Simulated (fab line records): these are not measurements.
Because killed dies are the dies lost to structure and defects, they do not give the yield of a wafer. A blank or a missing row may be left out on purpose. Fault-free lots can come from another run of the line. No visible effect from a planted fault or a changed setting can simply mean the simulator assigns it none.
Lot-split experiment / flow sfq_line / route with 325 steps; 5 lots, 23 wafers read

== THE SPLIT ==
At SFQ_TRILAYER_I1_VIA_LITHO_COAT_049 (resist thk 650 nm), the setting resist_thk_nm was moved away from the recipe's 650 nm on 11 of the 23 wafers read, by +1.6% to +4.1%. The other wafers ran this setting at the recipe's value.

Reading taken at the split's own step.

== THE READING ==
KrF_of_TRILAYER_I1_VIA_LITHO_COAT_049.thk_nm (the simulator's own value, which no gauge read), in nm, at SFQ_TRILAYER_I1_VIA_LITHO_COAT_049 (resist thk 650 nm). There is no usual value for it anywhere in the file. The 12 wafers here that ran the recipe average 648.8 nm, standard deviation 2.2 nm.

wafer=L075.1; tool, chamber at the split=litho_track-02, 0; resist_thk_nm as run, nm=676.9; against the recipe=+4.1%; KrF_of_TRILAYER_I1_VIA_LITHO_COAT_049.thk_nm, nm=678; against lot-mates on the recipe=+25.0
wafer=L075.2; tool, chamber at the split=litho_track-02, 0; resist_thk_nm as run, nm=650; against the recipe=recipe; KrF_of_TRILAYER_I1_VIA_LITHO_COAT_049.thk_nm, nm=651.8; against lot-mates on the recipe=-
wafer=L075.3; tool, chamber at the split=litho_track-02, 0; resist_thk_nm as run, nm=676.9; against the recipe=+4.1%; KrF_of_TRILAYER_I1_VIA_LITHO_COAT_049.thk_nm, nm=678.6; against lot-mates on the recipe=+25.6
wafer=L075.4; tool, chamber at the split=litho_track-02, 0; resist_thk_nm as run, nm=650; against the recipe=recipe; KrF_of_TRILAYER_I1_VIA_LITHO_COAT_049.thk_nm, nm=654.3; against lot-mates on the recipe=-
wafer=L075.5; tool, chamber at the split=litho_track-02, 0; resist_thk_nm as run, nm=676.9; against the recipe=+4.1%; KrF_of_TRILAYER_I1_VIA_LITHO_COAT_049.thk_nm, nm=679.5; against lot-mates on the recipe=+26.5
wafer=L076.2; tool, chamber at the split=litho_track-03, 0; resist_thk_nm as run, nm=660.7; against the recipe=+1.6%; KrF_of_TRILAYER_I1_VIA_LITHO_COAT_049.thk_nm, nm=659.3; against lot-mates on the recipe=+11.6
wafer=L076.3; tool, chamber at the split=litho_track-03, 0; resist_thk_nm as run, nm=650; against the recipe=recipe; KrF_of_TRILAYER_I1_VIA_LITHO_COAT_049.thk_nm, nm=647.5; against lot-mates on the recipe=-
wafer=L076.4; tool, chamber at the split=litho_track-03, 0; resist_thk_nm as run, nm=660.7; against the recipe=+1.6%; KrF_of_TRILAYER_I1_VIA_LITHO_COAT_049.thk_nm, nm=658.2; against lot-mates on the recipe=+10.5
wafer=L076.5; tool, chamber at the split=litho_track-03, 0; resist_thk_nm as run, nm=650; against the recipe=recipe; KrF_of_TRILAYER_I1_VIA_LITHO_COAT_049.thk_nm, nm=647.1; against lot-mates on the recipe=-
wafer=L076.6; tool, chamber at the split=litho_track-03, 0; resist_thk_nm as run, nm=650; against the recipe=recipe; KrF_of_TRILAYER_I1_VIA_LITHO_COAT_049.thk_nm, nm=648.5; against lot-mates on the recipe=-
wafer=L077.1; tool, chamber at the split=litho_track-02, 0; resist_thk_nm as run, nm=650; against the recipe=recipe; KrF_of_TRILAYER_I1_VIA_LITHO_COAT_049.thk_nm, nm=649.2; against lot-mates on the recipe=-
wafer=L077.2; tool, chamber at the split=litho_track-02, 0; resist_thk_nm as run, nm=668.4; against the recipe=+2.8%; KrF_of_TRILAYER_I1_VIA_LITHO_COAT_049.thk_nm, nm=666; against lot-mates on the recipe=+16.5
wafer=L077.4; tool, chamber at the split=litho_track-02, 0; resist_thk_nm as run, nm=668.4; against the recipe=+2.8%; KrF_of_TRILAYER_I1_VIA_LITHO_COAT_049.thk_nm, nm=666.5; against lot-mates on the recipe=+17.0
wafer=L077.5; tool, chamber at the split=litho_track-02, 0; resist_thk_nm as run, nm=650; against the recipe=recipe; KrF_of_TRILAYER_I1_VIA_LITHO_COAT_049.thk_nm, nm=649.9; against lot-mates on the recipe=-
wafer=L077.6; tool, chamber at the split=litho_track-02, 0; resist_thk_nm as run, nm=668.4; against the recipe=+2.8%; KrF_of_TRILAYER_I1_VIA_LITHO_COAT_049.thk_nm, nm=665.7; against lot-mates on the recipe=+16.2
wafer=L081.1; tool, chamber at the split=litho_track-02, 0; resist_thk_nm as run, nm=676.9; against the recipe=+4.1%; KrF_of_TRILAYER_I1_VIA_LITHO_COAT_049.thk_nm, nm=674.2; against lot-mates on the recipe=+27.2
wafer=L081.3; tool, chamber at the split=litho_track-02, 0; resist_thk_nm as run, nm=650; against the recipe=recipe; KrF_of_TRILAYER_I1_VIA_LITHO_COAT_049.thk_nm, nm=646.3; against lot-mates on the recipe=-
wafer=L081.4; tool, chamber at the split=litho_track-02, 0; resist_thk_nm as run, nm=676.9; against the recipe=+4.1%; KrF_of_TRILAYER_I1_VIA_LITHO_COAT_049.thk_nm, nm=673.1; against lot-mates on the recipe=+26.1
wafer=L081.5; tool, chamber at the split=litho_track-02, 0; resist_thk_nm as run, nm=650; against the recipe=recipe; KrF_of_TRILAYER_I1_VIA_LITHO_COAT_049.thk_nm, nm=647.6; against lot-mates on the recipe=-
wafer=L081.6; tool, chamber at the split=litho_track-02, 0; resist_thk_nm as run, nm=676.9; against the recipe=+4.1%; KrF_of_TRILAYER_I1_VIA_LITHO_COAT_049.thk_nm, nm=672.7; against lot-mates on the recipe=+25.8
wafer=L083.1; tool, chamber at the split=litho_track-02, 0; resist_thk_nm as run, nm=650; against the recipe=recipe; KrF_of_TRILAYER_I1_VIA_LITHO_COAT_049.thk_nm, nm=648.5; against lot-mates on the recipe=-
wafer=L083.3; tool, chamber at the split=litho_track-02, 0; resist_thk_nm as run, nm=650; against the recipe=recipe; KrF_of_TRILAYER_I1_VIA_LITHO_COAT_049.thk_nm, nm=648; against lot-mates on the recipe=-
wafer=L083.4; tool, chamber at the split=litho_track-02, 0; resist_thk_nm as run, nm=650; against the recipe=recipe; KrF_of_TRILAYER_I1_VIA_LITHO_COAT_049.thk_nm, nm=647.3; against lot-mates on the recipe=-

THE FIT
A straight line over all 23 wafers: KrF_of_TRILAYER_I1_VIA_LITHO_COAT_049.thk_nm changes by +6.5 nm for each +1% of resist_thk_nm; r = +0.98; the points scatter about the line by 2.3 nm.
The same after taking each lot's own level away (the mean of its wafers on the recipe; 23 wafers): +6.22 nm for each +1%; r = +1.00; scatter 0.86 nm.
The reading moves by 26 nm for the largest change in resist_thk_nm, on that fit.
Measured against the standard deviation above, the lots' own levels, which go from 646.95 to 653.05 nm, span 2.8 times it.
The two slopes are in agreement: the lot-to-lot level therefore moves the slope only a little.
Check: with one of the wafers moved furthest among these (+4.1%) left out of the fit, the line predicts +25.9 nm for it against its lot-mates. It came out at +25 nm against them.

== ADDITIONAL SPLITS CARRIED BY THESE WAFERS ==
Note: prior to the reading, these wafers also went through further splits. Each is held against what the fit with the lots' levels taken away leaves over:
other split on the same wafers=SFQ_TRILAYER_L0_DEP_SPUTTER_003 time_s; wafers away from the commonest value=10; r with KrF_of_TRILAYER_I1_VIA_LITHO_COAT_049.thk_nm (lot level and that fit taken away)=-0.26
other split on the same wafers=SFQ_TRILAYER_L0_LITHO_COAT_010 resist_thk_nm; wafers away from the commonest value=9; r with KrF_of_TRILAYER_I1_VIA_LITHO_COAT_049.thk_nm (lot level and that fit taken away)=-0.03
other split on the same wafers=SFQ_TRILAYER_L0_BARC_OPEN_METAL_ETCH_010 icp_w; wafers away from the commonest value=12; r with KrF_of_TRILAYER_I1_VIA_LITHO_COAT_049.thk_nm (lot level and that fit taken away)=+0.00
other split on the same wafers=SFQ_TRILAYER_L0_VIA_LITHO_PEB_016 peb_temp_c; wafers away from the commonest value=7; r with KrF_of_TRILAYER_I1_VIA_LITHO_COAT_049.thk_nm (lot level and that fit taken away)=+0.51
other split on the same wafers=SFQ_TRILAYER_L0_VIA_BARC_OPEN_VIA_ETCH_021 time_s; wafers away from the commonest value=11; r with KrF_of_TRILAYER_I1_VIA_LITHO_COAT_049.thk_nm (lot level and that fit taken away)=-0.25
other split on the same wafers=SFQ_TRILAYER_M0_LITHO_COAT_026 spin_rpm; wafers away from the commonest value=6; r with KrF_of_TRILAYER_I1_VIA_LITHO_COAT_049.thk_nm (lot level and that fit taken away)=-0.29
other split on the same wafers=SFQ_TRILAYER_I0_VIA_LITHO_COAT_036 resist_thk_nm; wafers away from the commonest value=12; r with KrF_of_TRILAYER_I1_VIA_LITHO_COAT_049.thk_nm (lot level and that fit taken away)=+0.48
other split on the same wafers=SFQ_TRILAYER_M1_DEP_SPUTTER_037 time_s; wafers away from the commonest value=5; r with KrF_of_TRILAYER_I1_VIA_LITHO_COAT_049.thk_nm (lot level and that fit taken away)=-0.28
other split on the same wafers=SFQ_TRILAYER_M1_BARC_OPEN_METAL_ETCH_054 time_s; wafers away from the commonest value=7; r with KrF_of_TRILAYER_I1_VIA_LITHO_COAT_049.thk_nm (lot level and that fit taken away)=-0.27

== FILE'S OWN FIT ==
KrF_of_TRILAYER_I1_VIA_LITHO_COAT_049.thk_nm changes by +6.23 nm for each +1% of resist_thk_nm, r = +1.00.
